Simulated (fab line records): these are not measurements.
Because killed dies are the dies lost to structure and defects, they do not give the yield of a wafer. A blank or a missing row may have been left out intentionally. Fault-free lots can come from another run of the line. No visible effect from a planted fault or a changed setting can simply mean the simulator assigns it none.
A lot that was struck, set against a sound lot    flow sky130    32 out of 708 route steps
Sound: the wafers L877.2, L877.4, L877.6. Struck: wafer L887.5 (left out: L887.1, L887.4 of the same lot, which were not struck); the cause appears at the end.
At each step with rows: each side's tool, then ch and its chambers, then its first start. Under that, the readings that differ: sound wafers    struck wafers    difference of the means    sigmas: that difference in standard deviations of wafers without a fault.
alike: readings with means less than 2 such deviations apart, plus words and numbers identical on both sides. not compared: withheld readings, readings lacking a value on some wafer, bounds such as >300 that could conceal the same value, and numbers that have no deviation in the record and whose values overlap.
Wherever a step has rows on one side only, a row that says differs or no value, or a row with sigmas, the two part there. Numbers that have no deviation but don't overlap get no sigmas and don't part them. Lack of a reading on every wafer of one side parts them only where that side has two or more wafers.

first, 3 steps without rows for these wafers: SKY_CONTACT_STRIP_20 (strips in post etch residue remover, time 1200 s); SKY_CONTACT_CLEAN_21 (cleans in IPA, time 180 s); SKY_CONTACT_CLEAN_22 (cleans in O3/DIW).
SKY_CONTACT_SPUTTER_23: material TiN, target thk 20 nm, time 80 s.
  sound on pvdSputter-02 at day 33 04:59; struck on pvdSputter-02 at day 36 12:36
  alike: throttleValvePct
then, 1 step without rows for these wafers: SKY_CONTACT_CVD_24 (deposits W, target thk 340 nm, time 102.12 s).
SKY_CONTACT_RS_MEAS_25: measurement is done with a four-point probe.
  sound on filmMetro-02 at day 33 05:11; struck on filmMetro-03 at day 36 12:46
reading                sound              struck  difference  sigmas
CONTACT_W_RS (ohm/sq)  0.339 0.338 0.341  0.332   -0.007      -2
SKY_CONTACT_THK_MEAS_26: measures by xrf.
  sound on filmMetro-02 at day 33 05:17; struck on filmMetro-03 at day 36 12:53
reading             sound        struck  difference  sigmas
CONTACT_W_THK (nm)  347 347 342  356     +11         +2
then, 2 steps without rows for these wafers: SKY_CONTACT_CMP_27 (polishes, stops on SiO2, t overpolish 15 s, target thk 0 nm); SKY_METAL1_SPUTTER_00 (material Ti, target thk 15 nm, time 10 s).
SKY_METAL1_SPUTTER_01: material TiN, target thk 20 nm, time 16.92 s.
  sound on pvdSputter-01 at day 33 05:40; struck on pvdSputter-03 at day 36 13:16
  alike: throttleValvePct
SKY_METAL1_SPUTTER_02: material AlCu, target thk 250 nm, time 13.3 s.
  sound on pvdSputter-01 at day 33 05:41; struck on pvdSputter-03 at day 36 13:18
  alike: throttleValvePct
then, 1 step without rows for these wafers: SKY_METAL1_SPUTTER_03 (material Ti, target thk 5 nm, time 3.3 s).
SKY_METAL1_SPUTTER_04: material TiN, target thk 70 nm, time 58.3 s.
  sound on pvdSputter-01 at day 33 05:44; struck on pvdSputter-03 at day 36 13:20
reading                                    sound              struck  difference  sigmas
model.TiN_of_METAL1_SPUTTER_04.thkNm (nm)  69.83 70.14 69.96  71.98   +2.00       
  alike: throttleValvePct
SKY_METAL1_RS_MEAS_05: measurement is done with a four-point probe.
  sound on filmMetro-03 at day 33 05:48; struck on filmMetro-03 at day 36 13:23
  alike: METAL1_ALCU_RS
SKY_METAL1_THK_MEAS_06: measures by xrf.
  sound on filmMetro-03 at day 33 05:55; struck on filmMetro-03 at day 36 13:31
  alike: METAL1_ALCU_THK
then, 8 steps without rows for these wafers: SKY_METAL1_DEHYDRATE_07 (time 60 s); SKY_METAL1_HMDS_08 (prime time 60 s); SKY_METAL1_COAT_09 (resist thk 60 nm); SKY_METAL1_COAT_10 (resist thk 450 nm); SKY_METAL1_SOFTBAKE_11 (time 91.3 s); SKY_METAL1_EXPOSE_12 (exposes mask MM1, target cd 140 nm); SKY_METAL1_PEB_13; SKY_METAL1_DEVELOP_14 (develop time 60 s).
SKY_METAL1_CD_MEAS_15 targets a cd of 140 nm.
  sound on cdSem-02 at day 34 07:55; struck on cdSem-01 at day 37 15:41
  alike: cdNm
SKY_METAL1_OVL_MEAS_16:
  sound on overlay-02 at day 34 08:02; struck on overlay-01 at day 37 15:49
  alike: METAL1_OVL
SKY_METAL1_DESCUM_17: chemistry O2, time 8 s.
  sound on rieMetal-03 ch 0,1, day 34 08:04; struck on rieMetal-03 ch 1, day 37 15:51
  alike: drypumpMotorCurrentA, oesProductAu
  not compared: rfHoursCounterH
SKY_METAL1_ETCH_18: etches BARC in N2/H2, stops on SiO2, time 45.9 s, target depth 60 nm.
  sound on rieMetal-03 ch 0,1, day 34 08:05; struck on rieMetal-03 ch 1, day 37 15:53
  alike: biasW, drypumpMotorCurrentA, oesProductAu, throttleValvePct
  not compared: rfHoursCounterH
then, 2 steps without rows for these wafers: SKY_METAL1_METAL_ETCH_19 (etches the open film in Cl2/BCl3, stops on SiO2, target depth 360 nm, time 78 s); SKY_METAL1_STRIP_20 (strips in O2/N2).
SKY_METAL1_STRIP_21: strips in post etch residue remover, time 1200 s.
  sound on wetBench-01 ch 0, day 34 08:20; struck on wetBench-04 ch 1, day 37 16:08
reading                                    sound              struck  difference  sigmas
model.TiN_of_METAL1_SPUTTER_04.thkNm (nm)  69.41 69.72 69.54  71.56   +2.00       
then, 1 step without rows for these wafers: SKY_METAL1_CLEAN_22 (cleans in IPA, time 180 s).
-- the record jumps here: 12 days lie between the struck wafers' starts before and after (it left off in module METAL1 and takes up again in module PAD_OPEN, whose first step shown is number 708 of the route) --
SKY_PAD_OPEN_PROBE_99:
  sound on prober-02 at day 46 22:55; struck on prober-01 at day 49 07:13
  alike: defectLimitedYield, killed_at_M0_to_M3, killed_at_M4_up, killedAtContacts, killedAtFrontEnd, killedAtOther, killedDies, killedOpen, killedShort, sort_bin_3_pad_short, sort_bin_5_function, sort_bin_6_memory, sortNPass, sortYieldPct

## WHERE THEY PART
First at SKY_CONTACT_RS_MEAS_25; last, within this record, at SKY_CONTACT_THK_MEAS_26. Later steps at which nothing parts them and some readings are alike: SKY_METAL1_SPUTTER_01, SKY_METAL1_SPUTTER_02, SKY_METAL1_SPUTTER_04, SKY_METAL1_RS_MEAS_05, SKY_METAL1_THK_MEAS_06, SKY_METAL1_CD_MEAS_15, SKY_METAL1_OVL_MEAS_16, SKY_METAL1_DESCUM_17, SKY_METAL1_ETCH_18, SKY_PAD_OPEN_PROBE_99.

WHY: the cause the simulator had injected
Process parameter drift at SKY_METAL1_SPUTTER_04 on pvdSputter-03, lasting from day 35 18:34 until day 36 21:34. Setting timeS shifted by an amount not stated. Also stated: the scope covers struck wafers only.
